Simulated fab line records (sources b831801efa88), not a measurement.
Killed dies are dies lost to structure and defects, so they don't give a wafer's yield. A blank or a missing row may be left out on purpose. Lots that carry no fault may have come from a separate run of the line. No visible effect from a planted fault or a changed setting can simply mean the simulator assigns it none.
fab line records	flow gf180mcu
record: lots: 12	wafers: 36	lastDay: 34
route steps=602 shown MVSD@136 HV_LDD@233 NSD@237 SAB@273
lots that met no fault: from a run of the same line without faults
startH: hours from the record's opening day to when the first of the lot's shown wafers began	waitH: how many hours have passed since the lot's step before this one	" the same as in the row above	L1.1+2: several wafers, shown together as one row	- value missing, or start not given	* or withheld: withheld	< > ~ a bound
route shown NAME@n: names a module that has steps shown in the file, with the first one's number in the route	usual: the fault-free wafers' mean and standard deviation	same: alike in all rows	chamber/n: place in a boat	sites: readings site by site	_std_site: the standard deviation of these	_edge_site: mean of outer sites minus mean of inner sites	radiusMm: for every site, how far away it sits from the centre of the wafer	mask NAME#n: copy n	behind: tool/chamber where the wafer was last shaped	hold: the reason the lot was held/the length of the hold in hours/how it ended	device: names the non-switching transistor (n, p or np)	end of line: tests run on the same wafers once the route is complete	a step given without rows: its recipe and nothing more	killed: at the first sort, the dies lost to defects and structure; wafer yield is something else	map: per-die view of a wafer (x killed, . not killed, _ where there is no die)
set.NAME: the setting the step ran with; set.NAME@STEP: the setting that earlier step ran with	model.NAME: the simulator's own value behind a step, which no gauge read
one table for each step of the route and one row for each wafer, over a sample of lots
services: from which hour (startH, from the record's first day; less than 0 if before it) a tool's chamber was out of use, for how many hours, and why
== steps ==
step: GF_VT_IMPLANT_RS_MEAS_46
recipe: thkMeasGauge: four-point-probe
usual: MVSD_RS: 456.5/1.3
lot.wafer	tool	chamber	startH	waitH	MVSD_RS[ohm/sq]
L218.1	filmMetro-04	-	159.14	0.1	457.6
L218.3	"	-	"	"	456.4
L218.5	"	-	"	"	457.8
L219.1	filmMetro-04	-	166.55	0.1	457.1
L219.2	"	-	"	"	456.2
L219.4	"	-	"	"	457.2
L220.2	filmMetro-04	-	168.71	0.1	457.7
L220.3	"	-	"	"	457.6
L220.5	"	-	"	"	457.0
L221.3	filmMetro-03	-	177.90	0.1	455.1
L221.4	"	-	"	"	455.6
L221.6	"	-	"	"	454.9
L225.2	filmMetro-03	-	204.33	0.1	456.8
L225.4	"	-	"	"	455.7
L225.5	"	-	"	"	456.8
L228.4	filmMetro-03	-	229.01	0.1	455.1
L228.5	"	-	"	"	456.0
L228.6	"	-	"	"	456.4
L231.2	filmMetro-02	-	244.27	0.1	457.1
L231.3	"	-	"	"	456.7
L231.6	"	-	"	"	456.3
L235.1	filmMetro-02	-	271.57	0.1	456.4
L235.2	"	-	"	"	455.3
L235.4	"	-	"	"	454.9
L238.1	filmMetro-04	-	295.02	0.1	454.4
L238.2	"	-	"	"	455.9
L238.4	"	-	"	"	455.3
L239.3	filmMetro-03	-	306.24	0.1	457.6
L239.4	"	-	"	"	457.8
L239.5	"	-	"	"	457.5
L240.2	filmMetro-02	-	315.19	0.1	454.5
L240.4	"	-	"	"	455.6
L240.6	"	-	"	"	456.3
L241.1	filmMetro-04	-	321.54	0.1	455.5
L241.3	"	-	"	"	455.3
L241.4	"	-	"	"	456.4
step: GF_HV_LDD_THK_MEAS_57
recipe: reads: Si3N4_of_HV_LDD_CVD_56
usual: HV_LDD_CVD_56_THK: 90.0/0.89
lot.wafer	tool	chamber	startH	waitH	HV_LDD_CVD_56_THK[nm]
L218.1	filmMetro-04	-	279.57	0.0	91.3
L218.3	"	-	"	"	91.4
L218.5	"	-	"	"	90.5
L219.1	filmMetro-04	-	287.89	0.0	89.9
L219.2	"	-	"	"	90.0
L219.4	"	-	"	"	89.5
L220.2	filmMetro-03	-	291.07	0.0	91.1
L220.3	"	-	"	"	90.6
L220.5	"	-	"	"	90.2
L221.3	filmMetro-04	-	298.67	0.0	89.8
L221.4	"	-	"	"	89.3
L221.6	"	-	"	"	90.1
L225.2	filmMetro-04	-	332.07	0.0	89.4
L225.4	"	-	"	"	90.2
L225.5	"	-	"	"	90.5
L228.4	filmMetro-04	-	361.90	0.0	89.2
L228.5	"	-	"	"	88.7
L228.6	"	-	"	"	89.4
L231.2	filmMetro-04	-	381.96	0.0	88.4
L231.3	"	-	"	"	89.5
L231.6	"	-	"	"	89.3
L235.1	filmMetro-04	-	414.25	0.0	89.4
L235.2	"	-	"	"	89.1
L235.4	"	-	"	"	89.3
L238.1	filmMetro-03	-	443.49	0.0	91.0
L238.2	"	-	"	"	90.5
L238.4	"	-	"	"	91.3
L239.3	filmMetro-02	-	452.24	0.0	90.1
L239.4	"	-	"	"	90.6
L239.5	"	-	"	"	89.9
L240.2	filmMetro-02	-	463.80	0.0	90.2
L240.4	"	-	"	"	90.3
L240.6	"	-	"	"	89.9
L241.1	filmMetro-04	-	473.07	0.0	89.2
L241.3	"	-	"	"	89.9
L241.4	"	-	"	"	89.1
step: GF_NSD_COAT_02
recipe: resist: NOVOLAK	spinRpm: 3000	resistThkNm: 1000
usual: spinSpeedRpm: 2999.9/2
lot.wafer	tool	chamber	startH	waitH	spinSpeedRpm
L218.1	lithoTrack-01	0	288.99	0.1	2998.2
L218.3	"	0	"	"	3001.1
L218.5	"	0	"	"	2998.9
L219.1	lithoTrack-04	0	297.51	0.1	3001.6
L219.2	"	0	"	"	3001.2
L219.4	"	0	"	"	3001.6
L220.2	lithoTrack-04	0	301.18	0.1	2999.6
L220.3	"	0	"	"	3002.0
L220.5	"	0	"	"	2998.4
L221.3	lithoTrack-01	0	308.34	0.1	3001.6
L221.4	"	0	"	"	3001.2
L221.6	"	0	"	"	2997.9
L225.2	lithoTrack-04	0	342.83	0.1	3003.1
L225.4	"	0	"	"	3001.2
L225.5	"	0	"	"	3001.2
L228.4	lithoTrack-04	0	372.78	0.1	2280.0
L228.5	"	0	"	"	2281.9
L228.6	"	0	"	"	2280.8
L231.2	lithoTrack-04	0	393.18	0.1	2278.8
L231.3	"	0	"	"	2276.8
L231.6	"	0	"	"	2278.6
L235.1	lithoTrack-01	0	425.69	0.1	3003.7
L235.2	"	0	"	"	3005.4
L235.4	"	0	"	"	2999.3
L238.1	lithoTrack-01	0	455.39	0.1	2998.9
L238.2	"	0	"	"	3000.8
L238.4	"	0	"	"	2999.9
L239.3	lithoTrack-04	0	463.41	0.1	2997.6
L239.4	"	0	"	"	2998.0
L239.5	"	0	"	"	2999.6
L240.2	lithoTrack-01	0	476.07	0.1	2999.7
L240.4	"	0	"	"	2998.5
L240.6	"	0	"	"	3003.5
L241.1	lithoTrack-04	0	485.26	0.1	3002.0
L241.3	"	0	"	"	3000.5
L241.4	"	0	"	"	3001.2
step: GF_NSD_CD_MEAS_07
recipe: targetCdNm: 400
usual: cdNm: 398.6/2.4
lot.wafer	tool	chamber	startH	waitH	cdNm
L218.1	cdSem-02	-	299.36	0.1	401.8
L218.3	"	-	"	"	402.4
L218.5	"	-	"	"	399.1
L219.1	cdSem-02	-	307.68	0.1	401.4
L219.2	"	-	"	"	398.5
L219.4	"	-	"	"	400.1
L220.2	cdSem-02	-	311.58	0.1	394.4
L220.3	"	-	"	"	397.5
L220.5	"	-	"	"	393.8
L221.3	cdSem-02	-	318.90	0.1	397.9
L221.4	"	-	"	"	398.1
L221.6	"	-	"	"	399.3
L225.2	cdSem-02	-	353.98	0.1	394.5
L225.4	"	-	"	"	396.6
L225.5	"	-	"	"	392.9
L228.4	cdSem-02	-	383.90	0.1	388.3
L228.5	"	-	"	"	387.1
L228.6	"	-	"	"	389.4
L231.2	cdSem-02	-	404.78	0.1	389.5
L231.3	"	-	"	"	390.1
L231.6	"	-	"	"	389.0
L235.1	cdSem-01	-	437.84	0.1	394.7
L235.2	"	-	"	"	394.6
L235.4	"	-	"	"	395.1
L238.1	cdSem-01	-	467.64	0.1	399.6
L238.2	"	-	"	"	399.3
L238.4	"	-	"	"	396.8
L239.3	cdSem-01	-	476.00	0.1	400.1
L239.4	"	-	"	"	400.1
L239.5	"	-	"	"	399.0
L240.2	cdSem-01	-	487.91	0.1	402.9
L240.4	"	-	"	"	400.0
L240.6	"	-	"	"	399.4
L241.1	cdSem-02	-	497.41	0.1	395.1
L241.3	"	-	"	"	394.4
L241.4	"	-	"	"	395.0
step: GF_NSD_STRIP_11
recipe: chemistry: O2/N2	powerW: 1400	pressureMtorr: 1500	platenTempC: 250	o2FlowSccm: 3000	n2FlowSccm: 300	overashFraction: 0.5
usual: chamberPressureMTorr: 1500.1/1.5	drypumpMotorCurrentA: 5.5/0.46	heaterPowerW: 336/19	oesProductAu: 0.487/0.0045	platenTempC: 250.00/0.17	stripTimeToEndpointS: 22.97/0.036
lot.wafer	tool	chamber	startH	waitH	chamberPressureMTorr	drypumpMotorCurrentA	heaterPowerW	oesProductAu	platenTempC	rfHoursCounterH	stripTimeToEndpointS
L218.1	plasmaAsher-02	1	299.81	0.1	1504.2	5.0	369	0.493	250.00	42	23.01
L218.3	"	0	"	"	1502.6	5.3	318	0.487	250.03	-	22.97
L218.5	"	1	"	"	1499.9	5.0	375	0.488	249.89	-	22.98
L219.1	plasmaAsher-01	0	308.13	0.1	1499.1	5.8	340	0.493	249.70	71	22.97
L219.2	"	1	"	"	1499.5	5.9	324	0.488	250.34	71	22.95
L219.4	"	1	"	"	1498.8	5.8	328	0.486	250.06	-	22.96
L220.2	plasmaAsher-04	0	312.01	0.1	1499.4	6.3	314	0.487	249.92	20	23.04
L220.3	"	0	"	"	1502.9	6.3	316	0.488	249.89	-	22.99
L220.5	"	1	"	"	1499.4	5.4	350	0.484	250.14	-	23.01
L221.3	plasmaAsher-04	0	319.35	0.1	1500.6	6.2	317	0.496	250.07	-	22.93
L221.4	"	1	"	"	1500.0	5.3	342	0.489	250.02	-	22.99
L221.6	"	0	"	"	1499.1	6.2	311	0.479	249.99	-	23.00
L225.2	plasmaAsher-04	0	354.41	0.1	1502.0	6.3	312	0.492	249.87	25	22.97
L225.4	"	0	"	"	1500.2	6.2	318	0.486	249.93	-	22.95
L225.5	"	0	"	"	1500.3	6.2	311	0.492	250.01	-	22.97
L228.4	plasmaAsher-02	1	384.33	0.1	1498.7	5.0	357	0.502	249.69	-	24.62
L228.5	"	1	"	"	1498.2	5.0	364	0.508	249.88	-	24.63
L228.6	"	0	"	"	1499.7	5.3	326	0.505	250.01	-	24.61
L231.2	plasmaAsher-01	0	405.21	0.1	1498.1	5.8	334	0.504	250.01	81	24.64
L231.3	"	1	"	"	1498.3	5.9	329	0.499	250.00	-	24.63
L231.6	"	0	"	"	1501.3	5.8	329	0.506	249.79	-	24.66
L235.1	plasmaAsher-02	0	438.30	0.1	1500.8	5.3	318	0.490	250.00	57	22.91
L235.2	"	1	"	"	1500.1	5.0	374	0.485	250.11	57	22.97
L235.4	"	0	"	"	1499.8	5.3	313	0.489	249.91	-	22.98
L238.1	plasmaAsher-01	0	468.10	0.1	1499.2	5.8	335	0.488	249.94	88	22.96
L238.2	"	1	"	"	1500.7	5.8	326	0.487	250.08	88	22.95
L238.4	"	1	"	"	1500.7	5.8	333	0.488	249.84	-	22.98
L239.3	plasmaAsher-04	0	476.45	0.1	1502.0	6.3	314	0.492	249.98	-	23.03
L239.4	"	1	"	"	1499.7	5.4	353	0.485	249.84	-	23.00
L239.5	"	1	"	"	1499.3	5.4	351	0.479	249.90	-	23.01
L240.2	plasmaAsher-02	1	488.35	0.1	1498.6	5.0	368	0.480	250.18	62	23.03
L240.4	"	0	"	"	1498.9	5.3	321	0.486	250.30	-	23.05
L240.6	"	1	"	"	1497.6	5.0	371	0.473	250.36	-	23.01
L241.1	plasmaAsher-02	0	497.86	0.1	1500.2	5.3	315	0.494	250.12	63	22.98
L241.3	"	0	"	"	1501.8	5.3	322	0.492	250.09	-	23.03
L241.4	"	1	"	"	1503.7	5.0	359	0.495	249.86	-	22.98
step: GF_SAB_CD_MEAS_09
recipe: targetCdNm: 420
usual: cdNm: 421.1/2.2
lot.wafer	tool	chamber	startH	waitH	cdNm
L218.1	cdSem-02	-	342.13	0.1	424.3
L218.3	"	-	"	"	424.3
L218.5	"	-	"	"	425.3
L219.1	cdSem-01	-	350.64	0.1	421.0
L219.2	"	-	"	"	420.4
L219.4	"	-	"	"	420.1
L220.2	cdSem-02	-	355.35	0.1	426.1
L220.3	"	-	"	"	425.1
L220.5	"	-	"	"	425.3
L221.3	cdSem-02	-	363.82	0.2	421.3
L221.4	"	-	"	"	421.0
L221.6	"	-	"	"	423.9
L225.2	cdSem-01	-	400.25	0.1	420.3
L225.4	"	-	"	"	423.2
L225.5	"	-	"	"	423.3
L228.4	cdSem-02	-	431.78	0.1	420.0
L228.5	"	-	"	"	419.3
L228.6	"	-	"	"	417.7
L231.2	cdSem-01	-	453.80	0.1	419.0
L231.3	"	-	"	"	419.5
L231.6	"	-	"	"	419.5
L235.1	cdSem-01	-	487.17	0.1	422.3
L235.2	"	-	"	"	419.9
L235.4	"	-	"	"	422.3
L238.1	cdSem-01	-	516.32	0.1	423.7
L238.2	"	-	"	"	420.9
L238.4	"	-	"	"	425.2
L239.3	cdSem-02	-	523.66	0.1	418.9
L239.4	"	-	"	"	420.5
L239.5	"	-	"	"	420.6
L240.2	cdSem-01	-	536.14	0.1	420.6
L240.4	"	-	"	"	419.8
L240.6	"	-	"	"	420.8
L241.1	cdSem-02	-	544.39	0.1	423.2
L241.3	"	-	"	"	422.8
L241.4	"	-	"	"	421.2
== services ==
tool	chamber	startH	hours	kind
plasmaAsher-04	-	288.92	1.1	repair
plasmaAsher-01	-	334.46	6.2	repair
plasmaAsher-02	-	338.81	0.4	repair
plasmaAsher-01	-	392.26	3.7	repair
plasmaAsher-04	-	435.42	1.0	repair
plasmaAsher-04	-	465.86	2.4	repair
== key ==
firstSign: step: GF_NSD_COAT_02	reading: spinSpeedRpm	direction: down	sigmas: 99+	usual: *	struck: *
effect: step: GF_NSD_CD_MEAS_07	reading: cdNm	direction: down	sigmas: 4	usual: 398.6	struck: 388.9
effect: step: GF_NSD_STRIP_11	reading: stripTimeToEndpointS	direction: up	sigmas: 46	usual: *	struck: *
metAt GF_NSD_COAT_02
struckLots L228,L231
testerLeftOut L228,L231
notActingAt GF_VT_IMPLANT_RS_MEAS_46,GF_HV_LDD_THK_MEAS_57,GF_SAB_CD_MEAS_09
onsetBetween 342.83 372.78
fault: kind: processParameterDrift	tool: lithoTrack-04	chamber: -	onsetH: 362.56	steps: GF_NSD_COAT_02	channel: spinRpm	offset: *	shape: step	endH: 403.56	actsIn: *	stated: *
testerLeftOut: of these lots the tester's yield and bins aren't shown, on N5 and GAA mostly nor the transistor test; their killed dies are dies lost to structure and defects alone, not to doping, threshold or leakage, so they don't give the yield
